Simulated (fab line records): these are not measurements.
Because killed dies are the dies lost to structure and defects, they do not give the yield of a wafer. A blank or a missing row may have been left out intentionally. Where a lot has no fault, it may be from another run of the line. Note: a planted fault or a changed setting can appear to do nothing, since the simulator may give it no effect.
Which of the tools did it? -- flow sky130 -- Sampling: 14 lots, 42 wafers, 4 of 708 route steps

## WHAT EACH GAUGE READ, for each wafer
SKY_METAL3_CD_MEAS_13: target cd 300 nm. Usual: cd-nm at 300.1 nm, with a standard deviation of 1.3.
lot,measured,on,cd-nm (nm),flag
L608,day 38 22:06,cd-sem-01,302.2 302.8 300.6,
L609,day 39 04:46,cd-sem-01,299.8 299.7 299.3,
L610,day 39 08:39,cd-sem-01,301.8 302.2 301.3,
L611,day 39 17:28,cd-sem-01,299.4 300.9 300.2,
L612,day 40 14:35,cd-sem-01,299.5 301.0 300.9,
L613,day 40 12:38,cd-sem-01,299.7 300.1 300.5,
L615,day 41 08:15,cd-sem-02,301.7 301.3 300.4,
L617,day 41 17:34,cd-sem-02,300.6 299.1 299.5,
L621,day 42 14:51,cd-sem-01,299.5 300.1 299.4,
L622,day 43 01:58,cd-sem-02,300.0 298.8 300.3,
L624,day 43 20:38,cd-sem-01,297.6 299.1 298.9,
L625,day 44 03:21,cd-sem-02,299.1 297.6 297.3,
L627,day 44 10:03,cd-sem-01,299.9 297.4 298.9,
L630,day 45 03:00,cd-sem-01,301.9 302.1 299.8,

SKY_METAL3_OVL_MEAS_14. Usual: for METAL3_OVL the level is 2 nm and the standard deviation is 5.3.
lot,measured,on,METAL3_OVL (nm),flag
L608,day 38 22:13,overlay-01,9 2 3,
L609,day 39 04:50,overlay-01,8 13 12,
L610,day 39 08:46,overlay-02,6 7 2,
L611,day 39 17:34,overlay-01,-8 4 0,
L612,day 40 14:42,overlay-01,0 1 1,
L613,day 40 12:42,overlay-01,1 7 -3,
L615,day 41 08:22,overlay-02,4 6 7,
L617,day 41 17:40,overlay-02,-8 0 -11,
L621,day 42 14:58,overlay-02,3 3 5,
L622,day 43 02:05,overlay-02,3 -1 3,
L624,day 43 20:44,overlay-02,11 7 2,
L625,day 44 03:28,overlay-02,-5 -1 2,
L627,day 44 10:10,overlay-01,1 -1 3,
L630,day 45 03:07,overlay-02,8 3 6,

SKY_VIA3_OVL_MEAS_13. Usual: for VIA3_OVL the level is 0 nm and the standard deviation is 5.5.
lot,measured,on,VIA3_OVL (nm),flag
L608,day 40 00:01,overlay-01,-5 -4 -1,
L609,day 40 07:17,overlay-02,-10 -8 -9,
L610,day 40 10:43,overlay-02,9 5 10,
L611,day 40 20:05,overlay-01,-8 -4 -2,
L612,day 41 16:22,overlay-01,1 4 3,
L613,day 41 15:32,overlay-02,-3 -8 -2,
L615,day 42 10:44,overlay-01,-1 2 10,
L617,day 42 18:44,overlay-01,1 -8 -2,
L621,day 43 16:15,overlay-01,-1 -1 5,
L622,day 44 02:55,overlay-01,3 10 10,
L624,day 44 21:19,overlay-02,-9 -5 -6,
L625,day 45 04:16,overlay-01,2 0 -2,
L627,day 45 10:13,overlay-01,3 -3 1,
L630,day 46 03:07,overlay-02,1 5 -3,

## WHICH TOOL RAN EACH LOT (tool, then ch and the chambers of the sampled wafers, then the start)
lot,SKY_POLY_GATE_STRIP_18
L608,"plasma-asher-02 ch 0,1, day 16 14:17"
L609,"plasma-asher-03 ch 0,1, day 17 02:10"
L610,"plasma-asher-01 ch 0,1, day 17 03:16"
L611,"plasma-asher-03 ch 0, day 17 16:10"
L612,"plasma-asher-02 ch 0,1, day 18 07:43"
L613,"plasma-asher-02 ch 0,1, day 18 16:10"
L615,"plasma-asher-02 ch 0,1, day 19 06:07"
L617,"plasma-asher-03 ch 0,1, day 20 04:17"
L621,"plasma-asher-01 ch 0,1, day 21 09:16"
L622,"plasma-asher-01 ch 0,1, day 21 18:22"
L624,"plasma-asher-01 ch 1, day 22 22:38"
L625,"plasma-asher-01 ch 1, day 23 05:37"
L627,"plasma-asher-03 ch 0,1, day 23 13:46"
L630,"plasma-asher-02 ch 0,1, day 24 13:52"
- SKY_POLY_GATE_STRIP_18: strips in O2/N2.

## AS READ BY THE TOOLS THEMSELVES (means over the sampled wafers that have a number; for cases with no such wafer, the mark the record gives instead)
SKY_POLY_GATE_STRIP_18. Usual: drypump-motor-current-A 5.9 A, standard deviation 0.36; oes-product-au 0.360 a.u., standard deviation 0.005; strip-time-to-endpoint-s 3.15 s, standard deviation 0.035.
lot,tool,drypump-motor-current-A (A),oes-product-au (a.u.),strip-time-to-endpoint-s (s),flag
L608,plasma-asher-02,5.9,0.358,3.16,
L609,plasma-asher-03,6.0,0.358,3.15,
L610,plasma-asher-01,5.9,0.357,3.17,
L611,plasma-asher-03,5.9,0.363,3.15,
L612,plasma-asher-02,6.1,0.360,3.13,
L613,plasma-asher-02,6.1,0.358,3.15,
L615,plasma-asher-02,6.1,0.364,3.17,
L617,plasma-asher-03,6.0,0.361,3.13,
L621,plasma-asher-01,5.5,0.359,3.15,
L622,plasma-asher-01,5.9,0.360,3.17,
L624,plasma-asher-01,5.2,0.357,3.13,
L625,plasma-asher-01,5.2,0.356,3.13,
L627,plasma-asher-03,6.0,0.360,3.13,
L630,plasma-asher-02,6.1,0.358,3.12,

## THE ANSWER, worked out from the rows above alone
Rule: a lot counts as off when the mean over its wafers that have a number is more than 3 standard deviations away from the usual mean. A lot without any number at a reading at which 4 lots or more have one is off too. Where the step has rows for the other lots, those lots are counted as sound. After the gauges, taken in route order, come the tools' own readings; for these a lot's mean is taken, as printed above. The first step at which some lot is off is used, and at that step the reading that is off furthest; a lot without a number counts as furthest.
No lot is off at any reading shown: from this, nothing can be told.

## WHAT THE SIMULATOR HAD PUT IN
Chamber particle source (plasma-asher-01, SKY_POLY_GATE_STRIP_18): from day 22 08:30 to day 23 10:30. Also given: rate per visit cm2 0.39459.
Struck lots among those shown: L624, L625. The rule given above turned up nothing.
